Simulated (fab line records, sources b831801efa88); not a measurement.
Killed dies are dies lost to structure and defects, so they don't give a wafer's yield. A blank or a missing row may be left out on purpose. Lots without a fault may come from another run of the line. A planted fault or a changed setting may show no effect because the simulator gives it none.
fab line records | flow sky130
record lots=6 wafers=18 last_day=51
route steps=708 shown LOCAL_INTERCONNECT@404 CONTACT@406 PAD_OPEN@708
lots that met no fault: from a run of the same line without faults
start_h: hours from the record's first day to the start of the lot's first wafer shown | wait_h: hours since the lot's step before | " the same as in the row above | L1.1+2: a row that stands for several wafers | - no value, or no start given | * or withheld: withheld | < > ~ a bound
route shown NAME@n: a module of which the file shows steps, and the number in the route of the first | usual: mean/standard deviation of fault-free wafers | same: alike in all rows | chamber/n: place in a boat | sites: the reading at each site | _std_site: their standard deviation | _edge_site: outer sites' mean less inner sites' | radius_mm: how far each site lies from the wafer's centre | mask NAME#n: copy n | behind: the tool/chamber that last shaped the wafer | hold: why the lot was held/for how many hours/how that ended | device: the transistor (n, p or np) that didn't switch | end of line: the same wafers' tests at the end of the route | a step without rows: its recipe alone | killed: dies lost to structure and defects at the first sort, not the wafer's yield | map: a wafer's dies, x killed, . not, _ none there
set.NAME: the setting as run; set.NAME@STEP: as run at that earlier step | model.NAME: the simulator's own value behind a step, which no gauge read
lots at some steps of the route; a table a step, a row a wafer
services: from which hour (start_h, from the record's first day; less than 0 if before it) a tool's chamber was out of use, for how many hours, and why
## steps
# step SKY_LOCAL_INTERCONNECT_CLEAN_17
# recipe chemistry=IPA time_s=180 temp_c=25
# step SKY_LOCAL_INTERCONNECT_CLEAN_18
# recipe chemistry=O3/DIW dry=n2_spin
# step SKY_CONTACT_CVD_00
# recipe material=Si3N4 target_thk_nm=75 temp_c=400 time_s=withheld rf_w=450
# usual heater_power_w=649/72
# columns lot.wafer tool chamber start_h wait_h heater_power_w
L594.2 pecvd-02 1 761.47 0.0 585
L594.3 " 0 " " 641
L594.5 " 1 " " 607
L602.1 pecvd-04 2 837.11 0.0 550
L602.2 " 0 " " 647
L602.5 " 0 " " 672
L603.3 pecvd-02 1 841.97 0.0 492
L603.4 " 1 " " 505
L603.6 " 0 " " 603
L604.1 pecvd-03 1 848.84 0.0 716
L604.2 " 2 " " 679
L604.4 " 2 " " 690
L606.2 pecvd-02 2 870.65 0.0 609
L606.4 " 2 " " 613
L606.5 " 1 " " 573
L614.1 pecvd-04 2 907.76 0.0 659
L614.4 " 2 " " 646
L614.6 " 0 " " 759
# step SKY_CONTACT_THK_MEAS_01
# recipe reads=Si3N4_of_CONTACT_CVD_00
# usual CONTACT_CVD_00_THK=75.0/0.95
# columns lot.wafer tool chamber start_h wait_h CONTACT_CVD_00_THK[nm]
L594.2 film_metro-02 - 761.52 - 74.0
L594.3 " - " " 74.4
L594.5 " - " " 76.1
L602.1 film_metro-02 - 837.16 - 73.5
L602.2 " - " " 73.8
L602.5 " - " " 75.3
L603.3 film_metro-01 - 842.02 - 74.1
L603.4 " - " " 75.8
L603.6 " - " " 75.1
L604.1 film_metro-01 - 848.88 - 74.6
L604.2 " - " " 73.9
L604.4 " - " " 75.1
L606.2 film_metro-02 - 870.69 - 74.7
L606.4 " - " " 74.8
L606.5 " - " " 75.2
L614.1 film_metro-01 - 907.81 - 74.4
L614.4 " - " " 75.6
L614.6 " - " " 75.2
# step SKY_CONTACT_HDPCVD_02
# recipe material=SiO2 target_thk_nm=565 sigma_open_frac=0.3 time_s=94.2 temp_c=600 sih4_flow_sccm=60 pressure_mtorr=6
# step SKY_CONTACT_THK_MEAS_03
# recipe reads=SiO2_of_CONTACT_HDPCVD_02
# usual CONTACT_HDPCVD_THK=563/6.2
# columns lot.wafer tool chamber start_h wait_h CONTACT_HDPCVD_THK[nm]
L594.2 film_metro-01 - 761.65 0.0 567
L594.3 " - " " 570
L594.5 " - " " 561
L602.1 film_metro-04 - 837.28 0.0 572
L602.2 " - " " 559
L602.5 " - " " 560
L603.3 film_metro-01 - 842.15 0.1 568
L603.4 " - " " 568
L603.6 " - " " 562
L604.1 film_metro-04 - 849.01 0.0 563
L604.2 " - " " 551
L604.4 " - " " 558
L606.2 film_metro-04 - 870.82 0.0 549
L606.4 " - " " 554
L606.5 " - " " 566
L614.1 film_metro-04 - 907.94 0.0 560
L614.4 " - " " 559
L614.6 " - " " 559
# step SKY_CONTACT_CMP_04
# recipe material=SiO2 down_force_psi=4 platen_rpm=60 pad_velocity_m_s=0.94248
# usual motor_current_A=12.3/1.3 retaining_ring_pressure_frac=1.000/0.0056 time_to_endpoint_s=81/4.9
# columns lot.wafer tool chamber start_h wait_h motor_current_A retaining_ring_pressure_frac time_to_endpoint_s
L594.2 cmp-01 0 761.75 0.1 11.6 0.993 77
L594.3 " 2 " " 11.4 1.007 84
L594.5 " 3 " " 10.6 1.008 80
L602.1 cmp-02 1 837.39 0.1 13.8 1.006 89
L602.2 " 2 " " 12.8 1.007 76
L602.5 " 1 " " 13.6 1.004 79
L603.3 cmp-02 1 842.24 0.1 14.3 0.998 88
L603.4 " 2 " " 12.1 0.997 80
L603.6 " 1 " " 13.8 0.998 84
L604.4 cmp-02 2 849.07 0.0 11.1 1.005 77
L604.1 " 3 " " 15.1 1.007 82
L604.2 " 1 " " 14.3 1.004 75
L606.2 cmp-02 1 870.87 0.0 14.2 1.005 76
L606.4 " 3 " " 14.4 1.009 76
L606.5 " 1 " " 14.8 1.003 83
L614.4 cmp-01 2 908.05 0.1 11.7 0.993 78
L614.1 " 3 " " 11.0 0.994 81
L614.6 " 2 " " 10.9 0.999 80
# step SKY_CONTACT_BOW_MEAS_05
# recipe mode=bow
# usual CONTACT_BOW=83/7.1
# columns lot.wafer tool chamber start_h wait_h CONTACT_BOW[um]
L594.2 film_metro-04 - 762.02 0.2 93
L594.3 " - " " 84
L594.5 " - " " 84
L602.1 film_metro-02 - 837.64 0.2 69
L602.2 " - " " 88
L602.5 " - " " 89
L603.3 film_metro-01 - 842.53 0.2 75
L603.4 " - " " 73
L603.6 " - " " 81
L604.1 film_metro-04 - 849.37 0.2 78
L604.2 " - " " 93
L604.4 " - " " 89
L606.2 film_metro-04 - 871.19 0.3 85
L606.4 " - " " 85
L606.5 " - " " 80
L614.1 film_metro-04 - 908.30 0.1 90
L614.4 " - " " 87
L614.6 " - " " 68
# step SKY_CONTACT_DEHYDRATE_06
# recipe temp_c=200 time_s=60
# step SKY_CONTACT_HMDS_07
# recipe prime_time_s=60 prime_temp_c=120
# step SKY_CONTACT_COAT_08
# recipe resist=BARC temp_c=withheld time_s=withheld spin_rpm=3000 resist_thk_nm=60
# step SKY_CONTACT_COAT_09
# recipe resist=KrF-thick spin_rpm=3000 resist_thk_nm=450
# step SKY_CONTACT_SOFTBAKE_10
# recipe temp_c=100 time_s=90 resist=KrF-thick
# usual heater_power_total_W=57.35/0.11 plate_temp_C=99.97/0.13
# columns lot.wafer tool chamber start_h wait_h heater_power_total_W plate_temp_C model.KrF-thick_of_CONTACT_COAT_09.thk_nm
L594.2 litho_track-02 0 777 - 57.56 99.99 449.6
L594.3 " 0 " " 57.23 99.91 450.4
L594.5 " 0 " " 57.27 99.82 449.4
L602.1 litho_track-02 0 850 - 68.38 113.77 444.3
L602.2 " 0 " " 68.38 113.67 442.2
L602.5 " 0 851 - 68.50 113.74 442.3
L603.3 litho_track-02 0 855 - 68.42 114.03 442.8
L603.4 " 0 " " 68.27 113.97 442
L603.6 " 0 " " 68.51 113.94 441.1
L604.1 litho_track-01 0 863 - 57.33 99.83 451.3
L604.2 " 0 " " 57.19 99.89 450.9
L604.4 " 0 " " 57.30 99.81 451.8
L606.2 litho_track-01 0 884 - 57.39 100.16 450.4
L606.4 " 0 " " 57.46 100.16 450.3
L606.5 " 0 " " 57.25 100.06 448.9
L614.1 litho_track-01 0 920 - 57.53 100.10 450.6
L614.4 " 0 " " 57.38 100.09 449.9
L614.6 " 0 " " 57.19 99.97 449.8
# step SKY_CONTACT_EXPOSE_11
# recipe mask_id=CTM1 na=0.8 source_shape=annular sigma_inner=0.55 sigma_outer=0.85 target_cd_nm=170 dose_mj=38
# step SKY_CONTACT_PEB_12
# recipe peb_temp_c=withheld peb_time_s=withheld resist=KrF-thick
# step SKY_CONTACT_DEVELOP_13
# recipe develop_time_s=60 resist=KrF-thick dev_temp_c=21
# step SKY_CONTACT_CD_MEAS_14
# recipe target_cd_nm=170
# usual cd_nm=170.1/1.5
# columns lot.wafer tool chamber start_h wait_h cd_nm
L594.2 cd_sem-02 - 790.83 - 168.0
L594.3 " - " " 168.4
L594.5 " - " " 167.4
L602.1 cd_sem-01 - 864.20 - 179.3
L602.2 " - " " 181.2
L602.5 " - " " 180.5
L603.3 cd_sem-01 - 868.69 - 181.4
L603.4 " - " " 179.9
L603.6 " - " " 180.5
L604.1 cd_sem-02 - 875.90 - 169.8
L604.2 " - " " 171.4
L604.4 " - " " 171.4
L606.2 cd_sem-01 - 897.87 - 168.9
L606.4 " - " " 169.0
L606.5 " - " " 168.9
L614.1 cd_sem-01 - 933.60 - 171.2
L614.4 " - " " 170.3
L614.6 " - " " 171.1
# step SKY_CONTACT_OVL_MEAS_15
# usual CONTACT_OVL=-1/5.3
# columns lot.wafer tool chamber start_h wait_h CONTACT_OVL[nm]
L594.2 overlay-01 - 790.94 0.1 -4
L594.3 " - " " -1
L594.5 " - " " 0
L602.1 overlay-01 - 864.32 0.1 -12
L602.2 " - " " 5
L602.5 " - " " -7
L603.3 overlay-01 - 868.78 0.1 -4
L603.4 " - " " -2
L603.6 " - " " -9
L604.1 overlay-01 - 876.02 0.1 2
L604.2 " - " " -3
L604.4 " - " " 3
L606.2 overlay-01 - 897.98 0.1 2
L606.4 " - " " 1
L606.5 " - " " -4
L614.1 overlay-01 - 933.72 0.1 -1
L614.4 " - " " 5
L614.6 " - " " 2
# step SKY_CONTACT_ETCH_16
# recipe chemistry=N2/H2 target=BARC ion_energy_ev=200 source_w=500 bias_w=100 pressure_mtorr=30 n2_flow_sccm=100 h2_flow_sccm=200 stop_on=SiO2 time_s=45.9 target_depth_a=600
# usual bias_w=100.0/0.32 drypump_motor_current_A=5.9/0.49 oes_product_au=0.854/0.0047 throttle_valve_pct=13.223/0.0087
# columns lot.wafer tool chamber start_h wait_h bias_w drypump_motor_current_A oes_product_au rf_hours_counter_h throttle_valve_pct model.CONTACT.cd_nm
L594.2 rie_diel-02 0 790.97 0.0 100.0 5.3 0.855 9 13.218 166.9
L594.3 " 3 " " 99.8 5.3 0.854 8 13.214 167.8
L594.5 " 2 " " 99.1 6.4 0.855 - 13.225 167
L602.1 rie_diel-01 3 864.36 0.0 100.4 6.3 0.852 10 13.217 178.7
L602.2 " 0 " " 100.0 5.9 0.864 11 13.210 180.6
L602.5 " 1 " " 100.5 5.7 0.853 - 13.226 179.7
L603.3 rie_diel-01 1 868.81 0.0 100.1 5.8 0.856 22 13.226 180.9
L603.4 " 3 " " 100.4 6.3 0.851 11 13.213 179.5
L603.6 " 3 " " 100.2 6.3 0.855 - 13.222 179.9
L604.1 rie_diel-02 2 876.06 0.0 100.0 6.4 0.860 9 13.224 170.7
L604.2 " 3 " " 100.1 5.3 0.860 10 13.220 171.1
L604.4 " 3 " " 100.1 5.3 0.862 - 13.217 170.9
L606.2 rie_diel-01 0 898.01 0.0 100.0 5.9 0.845 12 13.224 169
L606.4 " 1 " " 100.2 5.8 0.858 23 13.223 169.1
L606.5 " 2 " " 99.9 6.2 0.851 - 13.226 168.8
L614.1 rie_diel-01 3 933.75 0.0 100.0 6.3 0.855 13 13.226 171.3
L614.4 " 2 " " 100.2 6.2 0.862 - 13.227 171
L614.6 " 0 " " 99.7 5.9 0.855 - 13.211 171.3
# step SKY_CONTACT_ETCH_17
# recipe target=SiO2 chemistry=C4F8/O2/Ar stop_on=Si3N4 mask_material=KrF-thick source_w=1500 bias_w=1200 pressure_mtorr=40 c4f8_flow_sccm=withheld O2_flow_sccm=6 Ar_flow_sccm=300 time_s=withheld target_depth_a=3400
# usual bias_w=1200/3.8 oes_product_au=0.892/0.0044
# columns lot.wafer tool chamber start_h wait_h bias_w oes_product_au
L594.2 rie_diel-02 0 791.01 0.0 1205 0.880
L594.3 " 3 " " 1200 0.890
L594.5 " 2 " " 1198 0.898
L602.1 rie_diel-01 3 864.40 0.0 1201 0.896
L602.2 " 0 " " 1201 0.891
L602.5 " 1 " " 1196 0.892
L603.3 rie_diel-01 1 868.85 0.0 1205 0.896
L603.4 " 3 " " 1201 0.900
L603.6 " 3 " " 1202 0.896
L604.1 rie_diel-02 2 876.10 0.0 1197 0.890
L604.2 " 3 " " 1200 0.892
L604.4 " 3 " " 1201 0.894
L606.2 rie_diel-01 0 898.05 0.0 1196 0.890
L606.4 " 1 " " 1197 0.884
L606.5 " 2 " " 1201 0.899
L614.1 rie_diel-01 3 933.79 0.0 1203 0.891
L614.4 " 2 " " 1201 0.896
L614.6 " 0 " " 1200 0.884
# step SKY_CONTACT_ETCH_18
# recipe target=Si3N4 chemistry=CHF3/O2 stop_on=TiN source_w=600 bias_w=200 pressure_mtorr=40 chf3_flow_sccm=50 O2_flow_sccm=5 time_s=39 target_depth_a=750
# usual bias_w=200.1/0.59 drypump_motor_current_A=5.9/0.49 oes_product_au=0.855/0.0076 throttle_valve_pct=8.792/0.0093
# columns lot.wafer tool chamber start_h wait_h bias_w drypump_motor_current_A oes_product_au rf_hours_counter_h throttle_valve_pct model.CONTACT.cd_nm model.KrF-thick_of_CONTACT_COAT_09.thk_nm
L594.2 rie_diel-02 0 - - 198.9 5.3 0.851 9 8.804 166.8 239.1
L594.3 " 3 " " 199.8 5.3 0.854 8 8.805 167.7 243.3
L594.5 " 2 " " 200.2 6.4 0.868 - 8.796 167.3 239.1
L602.1 rie_diel-01 3 - - 199.8 6.3 0.841 11 8.777 179.1 239.2
L602.2 " 0 " " 199.7 5.8 0.845 11 8.799 180.1 233.1
L602.5 " 1 " " 201.2 5.8 0.856 - 8.799 179.8 234
L603.3 rie_diel-01 1 - - 200.2 5.8 0.848 22 8.795 180.8 232.9
L603.4 " 3 " " 200.2 6.3 0.867 11 8.798 179.5 235.7
L603.6 " 3 " " 200.3 6.3 0.851 - 8.782 180 233.8
L604.1 rie_diel-02 2 - - 200.2 6.4 0.855 9 8.790 171.1 242.5
L604.2 " 3 " " 200.5 5.3 0.849 10 8.790 171.3 242.2
L604.4 " 3 " " 199.4 5.3 0.848 - 8.785 171.1 243.6
L606.2 rie_diel-01 0 - - 200.8 5.9 0.855 12 8.780 168.8 241.2
L606.4 " 1 " " 200.0 5.8 0.856 23 8.796 169.2 242.5
L606.5 " 2 " " 199.3 6.2 0.863 - 8.787 168.8 238.4
L614.1 rie_diel-01 3 - - 200.6 6.3 0.855 13 8.770 171.5 245.7
L614.4 " 2 " " 199.6 6.2 0.861 - 8.785 170.8 240.1
L614.6 " 0 " " 200.4 5.9 0.850 - 8.797 171.2 242.1
# step SKY_CONTACT_STRIP_19
# recipe chemistry=O2/N2 power_w=1400 pressure_mtorr=1500 platen_temp_c=withheld o2_flow_sccm=3000 n2_flow_sccm=300 overash_fraction=0.5
# usual drypump_motor_current_A=6.0/0.37 oes_product_au=0.380/0.0049 strip_time_to_endpoint_s=3.601/0.027
# columns lot.wafer tool chamber start_h wait_h drypump_motor_current_A oes_product_au rf_hours_counter_h strip_time_to_endpoint_s
L594.2 plasma_asher-04 1 791.10 - 6.5 0.374 93 3.565
L594.3 " 1 " " 6.5 0.378 - 3.605
L594.5 " 1 " " 6.5 0.380 - 3.577
L602.1 plasma_asher-04 0 864.49 - 5.9 0.384 102 3.589
L602.2 " 1 " " 6.5 0.379 102 3.534
L602.5 " 1 " " 6.5 0.378 - 3.527
L603.3 plasma_asher-03 0 868.97 - 5.6 0.376 - 3.507
L603.4 " 1 " " 6.3 0.381 - 3.548
L603.6 " 0 " " 5.6 0.376 - 3.523
L604.1 plasma_asher-04 1 876.19 - 6.5 0.377 103 3.613
L604.2 " 0 " " 5.9 0.377 103 3.618
L604.4 " 1 " " 6.5 0.377 - 3.649
L606.2 plasma_asher-01 0 898.14 - 5.4 0.383 50 3.606
L606.4 " 0 " " 5.4 0.388 - 3.615
L606.5 " 0 " " 5.4 0.379 - 3.576
L614.1 plasma_asher-03 0 933.88 - 5.6 0.385 80 3.667
L614.4 " 0 " " 5.6 0.379 - 3.584
L614.6 " 1 " " 6.3 0.376 - 3.609
# step SKY_PAD_OPEN_PROBE_99
# usual killed_at_M0_to_M3=43/7 killed_at_M4_up=3.1/1.5 killed_at_contacts=23/4.9 killed_at_front_end=16/3.9 killed_at_other=0.3/0.52 killed_dies=86/8.2 killed_open=47/6.1 killed_short=38/5.8
# same gross_dies=492 killed_at_back_side=0
# columns lot.wafer tool chamber start_h wait_h killed_at_M0_to_M3 killed_at_M4_up killed_at_contacts killed_at_front_end killed_at_other killed_dies killed_open killed_short model.etest.mcon_chain.rc_ohm
L594.2 prober-01 - 1126.67 0.1 41 0 21 15 0 77 44 33 17.55
L594.3 prober-01 - 1126.72 0.2 39 1 24 18 0 82 47 34 16.86
L594.5 prober-01 - 1126.82 0.2 37 6 25 8 1 77 43 34 17.11
L602.1 prober-02 - 1180.67 0.1 50 3 23 18 1 95 53 42 15.12
L602.2 prober-02 - 1180.72 0.1 44 2 17 14 1 78 49 29 15.21
L602.5 prober-02 - 1180.87 0.2 45 3 17 20 0 85 43 42 15.4
L603.3 prober-01 - 1185.82 0.2 48 1 22 16 1 88 50 38 15.49
L603.4 prober-01 - 1185.87 0.2 41 3 17 10 0 71 40 31 15.59
L603.6 prober-01 - 1185.97 0.2 52 3 19 9 0 83 45 38 16.05
L604.1 prober-02 - 1189.62 0.1 39 3 24 15 0 81 46 35 15.98
L604.2 prober-02 - 1189.67 0.1 55 2 31 16 1 105 55 48 16.31
L604.4 prober-02 - 1189.77 0.2 40 4 33 16 0 93 50 43 16.52
L606.2 prober-02 - 1205.31 0.1 45 4 31 13 1 94 51 43 17.48
L606.4 prober-02 - 1205.41 0.2 39 2 27 19 0 87 46 40 16.24
L606.5 prober-02 - 1205.46 0.2 46 3 24 21 0 94 47 46 17.75
L614.1 prober-02 - 1225.41 0.1 44 2 23 14 0 83 43 40 16.37
L614.4 prober-02 - 1225.56 0.2 35 2 28 13 2 80 44 36 16.96
L614.6 prober-02 - 1225.66 0.2 43 5 29 10 0 87 49 38 16.14
# killed by level:class
L594.2 VIA1:geometric_particle:open=11 CONTACT:geometric_particle:open=9 VIA1:geometric_particle:short=7 VIA3:geometric_particle:open=7 LOCAL_INTERCONNECT:geometric_particle:short=6 VIA2:geometric_particle:short=5 SPACER:geometric_particle:open=4 FIELD_ISO:geometric_particle:short=3
L594.3 VIA3:geometric_particle:open=8 LOCAL_INTERCONNECT:geometric_particle:short=8 VIA2:geometric_particle:open=7 VIA1:geometric_particle:open=7 POLY_GATE:geometric_particle:open=6 LI_CONTACT:geometric_particle:open=5 CONTACT:geometric_particle:short=5 METAL3:geometric_particle:short=5
L594.5 VIA1:geometric_particle:open=10 CONTACT:geometric_particle:open=8 CONTACT:geometric_particle:short=8 LI_CONTACT:geometric_particle:open=7 VIA2:geometric_particle:open=6 METAL2:geometric_particle:short=5 VIA2:geometric_particle:short=5 FIELD_ISO:geometric_particle:short=3
L602.1 VIA1:geometric_particle:open=12 CONTACT:geometric_particle:open=9 VIA2:geometric_particle:open=9 POLY_GATE:geometric_particle:short=6 LI_CONTACT:geometric_particle:open=6 FIELD_ISO:geometric_particle:open=5 METAL2:geometric_particle:short=5 FIELD_ISO:geometric_particle:short=4
L602.2 VIA1:geometric_particle:open=12 LI_CONTACT:geometric_particle:open=7 VIA1:geometric_particle:short=7 FIELD_ISO:geometric_particle:open=6 CONTACT:geometric_particle:open=6 VIA2:geometric_particle:short=6 VIA2:geometric_particle:open=5 POLY_GATE:geometric_particle:short=3
L602.5 VIA1:geometric_particle:open=13 POLY_GATE:geometric_particle:open=5 POLY_GATE:geometric_particle:short=5 VIA3:geometric_particle:short=5 CONTACT:geometric_particle:open=5 VIA1:geometric_particle:short=5 METAL2:geometric_particle:short=5 FIELD_ISO:geometric_particle:open=4
L603.3 CONTACT:geometric_particle:open=11 VIA3:geometric_particle:open=10 VIA2:geometric_particle:open=8 METAL1:geometric_particle:short=6 VIA1:geometric_particle:short=6 VIA1:geometric_particle:open=6 CONTACT:geometric_particle:short=5 FIELD_ISO:geometric_particle:short=4
L603.4 VIA2:geometric_particle:open=8 METAL1:geometric_particle:short=8 CONTACT:geometric_particle:open=7 VIA1:geometric_particle:open=7 LI_CONTACT:geometric_particle:open=4 VIA2:geometric_particle:short=4 VIA3:geometric_particle:open=4 POLY_CUT:geometric_particle:open=3
L603.6 VIA3:geometric_particle:open=11 VIA1:geometric_particle:open=9 LI_CONTACT:geometric_particle:open=8 METAL1:geometric_particle:short=8 METAL3:geometric_particle:short=6 FIELD_ISO:geometric_particle:short=5 CONTACT:geometric_particle:open=5 VIA2:geometric_particle:open=5
L604.1 VIA1:geometric_particle:open=11 VIA3:geometric_particle:open=10 CONTACT:geometric_particle:open=8 CONTACT:geometric_particle:short=8 METAL3:geometric_particle:short=5 FIELD_ISO:geometric_particle:open=4 POLY_GATE:geometric_particle:open=4 VIA2:geometric_particle:open=4
L604.2 CONTACT:geometric_particle:open=12 VIA1:geometric_particle:open=12 LI_CONTACT:geometric_particle:open=7 METAL1:geometric_particle:short=7 VIA1:geometric_particle:short=6 METAL2:geometric_particle:short=6 VIA3:geometric_particle:short=6 CONTACT:geometric_particle:short=5
L604.4 CONTACT:geometric_particle:open=18 VIA1:geometric_particle:open=9 CONTACT:geometric_particle:short=8 METAL1:geometric_particle:short=7 VIA3:geometric_particle:open=7 FIELD_ISO:geometric_particle:open=4 LI_CONTACT:geometric_particle:open=4 METAL4:geometric_particle:short=4
L606.2 CONTACT:geometric_particle:open=13 METAL1:geometric_particle:short=10 VIA3:geometric_particle:open=10 VIA1:geometric_particle:open=9 CONTACT:geometric_particle:short=7 LI_CONTACT:geometric_particle:open=5 FIELD_ISO:geometric_particle:open=4 VIA2:geometric_particle:open=4
L606.4 CONTACT:geometric_particle:open=8 POLY_GATE:geometric_particle:short=7 LI_CONTACT:geometric_particle:open=7 VIA2:geometric_particle:open=7 FIELD_ISO:geometric_particle:open=6 METAL1:geometric_particle:short=6 CONTACT:geometric_particle:short=5 VIA3:geometric_particle:open=5
L606.5 CONTACT:geometric_particle:open=9 VIA1:geometric_particle:open=8 METAL2:geometric_particle:short=7 METAL1:geometric_particle:short=7 VIA3:geometric_particle:open=6 CONTACT:geometric_particle:short=5 VIA1:geometric_particle:short=5 FIELD_ISO:geometric_particle:open=4
L614.1 VIA1:geometric_particle:open=15 LI_CONTACT:geometric_particle:open=7 LOCAL_INTERCONNECT:geometric_particle:short=5 CONTACT:geometric_particle:open=5 VIA1:geometric_particle:short=5 VIA2:geometric_particle:open=5 METAL2:geometric_particle:short=5 LI_CONTACT:geometric_particle:short=4
L614.4 CONTACT:geometric_particle:open=11 LI_CONTACT:geometric_particle:open=9 METAL1:geometric_particle:short=6 VIA1:geometric_particle:short=6 VIA1:geometric_particle:open=5 VIA2:geometric_particle:open=5 VIA3:geometric_particle:open=5 FIELD_ISO:geometric_particle:short=3
L614.6 CONTACT:geometric_particle:open=11 VIA1:geometric_particle:open=9 VIA2:geometric_particle:open=7 VIA1:geometric_particle:short=6 LI_CONTACT:geometric_particle:open=6 CONTACT:geometric_particle:short=6 VIA3:geometric_particle:open=5 METAL2:geometric_particle:short=5
## services
# columns tool chamber start_h hours kind
pecvd-04 2 744.90 4.2 repair
pecvd-03 1 745.49 5.0 repair
cmp-02 - 746.85 4.0 pm
cmp-02 - 748.69 3.4 repair
plasma_asher-03 - 763.29 14.6 pm
cmp-02 - 768.60 4.0 pm
cmp-02 - 776.29 0.7 repair
pecvd-02 - 786.24 0.7 repair
pecvd-03 - 810.77 1.4 repair
pecvd-02 1 817.87 1.9 repair
pecvd-04 - 826.34 1.0 repair
rie_diel-01 2 847.22 11.1 repair
pecvd-04 0 863.00 5.0 repair
cmp-01 - 867.94 12.5 repair
rie_diel-02 1 871.97 12.6 repair
cmp-02 - 876.07 0.5 repair
rie_diel-01 - 890.82 0.4 repair
pecvd-02 - 899.45 0.8 repair
pecvd-04 1 902.40 13.9 repair
cmp-02 - 907.53 3.5 repair
pecvd-02 - 908.93 1.9 repair
cmp-01 - 915.85 4.0 pm
pecvd-02 1 924.51 18.7 repair
rie_diel-01 1 926.73 12.8 repair
## key
first_sign step=SKY_CONTACT_SOFTBAKE_10 reading=plate_temp_C direction=up sigmas=99+ usual=* struck=*
effect step=SKY_CONTACT_SOFTBAKE_10 reading=heater_power_total_W direction=up sigmas=98 usual=* struck=*
effect step=SKY_CONTACT_CD_MEAS_14 reading=cd_nm direction=up sigmas=6.9 usual=170.1 struck=180.5
model_effect step=SKY_CONTACT_SOFTBAKE_10 value=KrF-thick_of_CONTACT_COAT_09.thk_nm without=450.9 struck=442.4
model_effect step=SKY_CONTACT_ETCH_16 value=CONTACT.cd_nm without=168.7 struck=179.9
model_effect step=SKY_CONTACT_ETCH_18 value=CONTACT.cd_nm without=168.7 struck=179.9
model_effect step=SKY_PAD_OPEN_PROBE_99 value=etest.mcon_chain.rc_ohm without=16.68 struck=15.48
met_at SKY_CONTACT_SOFTBAKE_10
struck_wafers L602.1,L602.2,L602.5,L603.3,L603.4,L603.6
tester_left_out L602,L603
onset_between 777 850
fault kind=process_parameter_drift tool=litho_track-02 chamber=- onset_h=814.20 steps=SKY_CONTACT_SOFTBAKE_10 channel=temp_c offset=* shape=step end_h=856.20 acts_in=* stated=*
# tester_left_out: of these lots the tester's yield and bins aren't shown, on N5 and GAA mostly nor the transistor test; their killed dies are dies lost to structure and defects alone, not to doping, threshold or leakage, so they don't give the yield
